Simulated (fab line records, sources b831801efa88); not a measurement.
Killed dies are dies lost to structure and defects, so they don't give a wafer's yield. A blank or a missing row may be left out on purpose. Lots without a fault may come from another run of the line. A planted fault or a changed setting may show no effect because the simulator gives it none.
Chamber matching | flow gf180mcu | GF_V2_CMP_26 on cmp-02: 4 sister chambers
The step polishes, stops on SiO2, t overpolish 15 s, target thk 0 nm. 14 wafers are shown with their chamber, then 7 later ones without.

WAFERS WITH THEIR CHAMBER
wafer  | chamber | motor_current_A (A) | time_to_endpoint_s (s) | overpolish_run_s (s)
L873.2 | 1       | 11.4                | 87                     | 15.003
L873.3 | 2       | 9.5                 | 84                     | 15.000
L873.6 | 1       | 11.4                | 91                     | 14.995
L874.2 | 1       | 11.8                | 82                     | 15.000
L874.4 | 2       | 9.5                 | 81                     | 14.995
L874.6 | 3       | 11.0                | 79                     | 15.005
L880.1 | 3       | 11.1                | 82                     | 15.006
L880.3 | 2       | 9.7                 | 81                     | 15.017
L880.5 | 2       | 9.8                 | 82                     | 15.003
L881.1 | 1       | 11.5                | 86                     | 15.008
L881.3 | 3       | 11.0                | 79                     | 15.008
L881.5 | 3       | 11.4                | 79                     | 15.004
L887.1 | 0       | 9.9                 | 78                     | 14.990
L887.4 | 2       | 9.4                 | 77                     | 15.008

SIGNATURES (means of the wafers above)
reading            | chamber 0 | chamber 1 | chamber 2 | chamber 3 | scatter within a chamber
motor_current_A    | 9.900     | 11.525    | 9.580     | 11.125    | 0.18
time_to_endpoint_s | 78.00     | 86.50     | 81.00     | 79.75     | 2.72
overpolish_run_s   | 14.99000  | 15.00150  | 15.00460  | 15.00575  | 0.00616
Rule: a wafer's distance from a chamber is the root of the sum, over the readings, of the square of ((its reading less the chamber's mean) divided by the reading's scatter). The wafer belongs to the nearest chamber; if the next one is less than 2 further off, it can't be placed. The scatter: the root of (the sum of the squares of (reading less its chamber's mean) over the shown wafers, divided by (wafers less chambers)).

WAFERS WITHOUT THEIR CHAMBER
wafer  | motor_current_A (A) | time_to_endpoint_s (s) | overpolish_run_s (s)
L887.6 | 9.5                 | 82                     | 14.990
L889.1 | 11.2                | 79                     | 15.002
L889.3 | 11.0                | 91                     | 14.995
L889.6 | 10.9                | 79                     | 15.015
L893.3 | 11.2                | 80                     | 15.003
L893.5 | 9.9                 | 82                     | 15.010
L893.6 | 11.2                | 78                     | 14.998

WHICH CHAMBER EACH WENT THROUGH
wafer  | from the rows above     | in truth
L887.6 | can't be placed: 2 or 0 | 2
L889.1 | 3                       | 3
L889.3 | can't be placed: 1 or 3 | 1
L889.6 | 3                       | 3
L893.3 | 3                       | 3
L893.5 | can't be placed: 2 or 0 | 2
L893.6 | 3                       | 3
Placed correctly: 4 of 7. Can't be placed from these rows: 3 (the true chamber is among the candidates in 3). Placed wrongly: 0.
